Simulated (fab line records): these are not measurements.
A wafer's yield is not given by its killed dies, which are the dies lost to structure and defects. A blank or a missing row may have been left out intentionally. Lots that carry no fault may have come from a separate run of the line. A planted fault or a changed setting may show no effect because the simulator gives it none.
Matching of chambers    flow gf180mcu    cmp-02 running GF_STI_CMP_25: 3 sister chambers
The step polishes, stops on Si3N4, t overpolish 33 s, target thk 524.6 nm. 6 wafers are shown with their chamber, then 6 later ones without.

## EACH WAFER AND ITS CHAMBER
wafer   chamber  motor current A (A)  time to endpoint s (s)
L090.4  3        13.1                 113
L091.2  3        12.5                 113
L091.3  2        11.9                 125
L091.4  0        9.9                  120
L092.1  0        9.0                  118
L092.3  2        11.4                 116

## WAFERS WITH NO CHAMBER GIVEN
wafer   motor current A (A)  time to endpoint s (s)
L092.5  9.5                  117
L095.1  11.5                 124
L095.6  10.1                 118
L097.4  12.0                 129
L097.5  11.7                 123
L097.6  12.4                 123

## WHICH CHAMBER EACH WENT THROUGH
wafer   from the rows above      in truth
L092.5  0                        0
L095.1  2                        2
L095.6  can't be placed: 0 or 2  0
L097.4  2                        2
L097.5  2                        2
L097.6  can't be placed: 2 or 3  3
Correctly placed: 4 of 6. Can't be placed from these rows: 2 (the true chamber is among the candidates in 2). 0 placed wrongly.
How it was worked out, from the rows above alone: a wafer's distance from a chamber is the root of the sum, over the readings, of the square of ((its reading less the chamber's mean) divided by the reading's scatter). If the next closest chamber is less than 2 further off than the closest, the wafer can't be placed; otherwise it belongs to the closest. Each chamber's mean is taken over the wafers shown for it. The scatter: the root of (the sum of the squares of (reading less its chamber's mean) over the shown wafers, divided by (wafers less chambers)).
